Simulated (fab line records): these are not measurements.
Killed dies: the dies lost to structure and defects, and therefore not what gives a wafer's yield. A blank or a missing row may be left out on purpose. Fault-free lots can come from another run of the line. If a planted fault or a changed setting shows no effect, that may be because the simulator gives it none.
A lot that was struck, set against a sound lot | flow gf180mcu | 15 out of 602 route steps
Sound: these wafers, L201.2, L201.4, L201.6. Wafers L216.2, L216.3, L216.6 were the ones struck. Last of all comes the cause.
At each step with rows: each side's tool, then ch and its chambers, then its first start. Under that, the readings that differ: sound wafers | struck wafers | difference of the means | sigmas: that difference in standard deviations of wafers without a fault.
alike: a reading whose means differ by less than 2 such deviations, as well as words and numbers matching on both sides. not compared: withheld readings; readings where some wafer has no value; bounds like >300 that might hide an equal value; numbers whose values overlap and for which the record gives no deviation.
Wherever a step has rows on one side only, a row that says differs or no value, or a row with sigmas, the two part there. Numbers that have no deviation but don't overlap get no sigmas and don't part them. A reading that every wafer of one side lacks parts them only if that side has two wafers or more.

first, 8 steps without rows for these wafers: GF_CONTACT_DEHYDRATE_06 (time 60 s); GF_CONTACT_HMDS_07 (prime time 60 s); GF_CONTACT_COAT_08; GF_CONTACT_COAT_09 (resist thk 1000 nm); GF_CONTACT_SOFTBAKE_10 (time 60 s); GF_CONTACT_EXPOSE_11 (exposes mask Contact, target cd 220 nm); GF_CONTACT_PEB_12 (peb time 90 s); GF_CONTACT_DEVELOP_13 (develop time 60 s).
GF_CONTACT_CD_MEAS_14: the cd target is 220 nm.
  sound: cd sem-01 at day 16 01:35; struck: cd sem-01 at day 21 23:35
  reading    | sound             | struck            | difference | sigmas
  cd nm (nm) | 222.4 222.0 222.5 | 217.0 217.8 218.2 | -4.6       | -4
GF_CONTACT_OVL_MEAS_15:
  sound: overlay-02 at day 16 01:41; struck: overlay-02 at day 21 23:41
  alike: CONTACT_OVL
GF_CONTACT_ETCH_16: etches BARC in N2/H2.
  sound on rie diel-03 ch 1,3, day 16 01:43; struck on rie diel-02 ch 1,2, day 21 23:43
  alike: drypump motor current A, oes product au, throttle valve pct
GF_CONTACT_ETCH_17: etches SiO2 in C4F8/O2/Ar, stops on CoSi2, target depth 860 nm.
  sound: rie diel-03 ch 1,3; struck: rie diel-02 ch 1,2
  alike: oes product au
GF_CONTACT_STRIP_18: strips in O2/N2.
  sound on plasma asher-02 ch 1, day 16 01:53; struck on plasma asher-04 ch 0,1, day 21 23:53
  reading           | sound                | struck               | difference | sigmas
  platen temp c (C) | 249.65 249.94 249.78 | 243.30 243.62 243.54 | -6.30      | -33
  alike: drypump motor current A, heater power w, o2 flow sccm, oes product au
  not compared: rf hours counter h
then, 1 step without rows for these wafers: GF_CONTACT_CLEAN_19 (cleans in SPM).
GF_PASSIVATION_PROBE_99:
  the record holds rows for the sound wafers here (prober-01, day 29 01:38) but none for the struck ones

## WHERE THEY PART
Earliest at GF_CONTACT_CD_MEAS_14; latest, in this record, at GF_PASSIVATION_PROBE_99.

WHY: whatever the simulator had introduced
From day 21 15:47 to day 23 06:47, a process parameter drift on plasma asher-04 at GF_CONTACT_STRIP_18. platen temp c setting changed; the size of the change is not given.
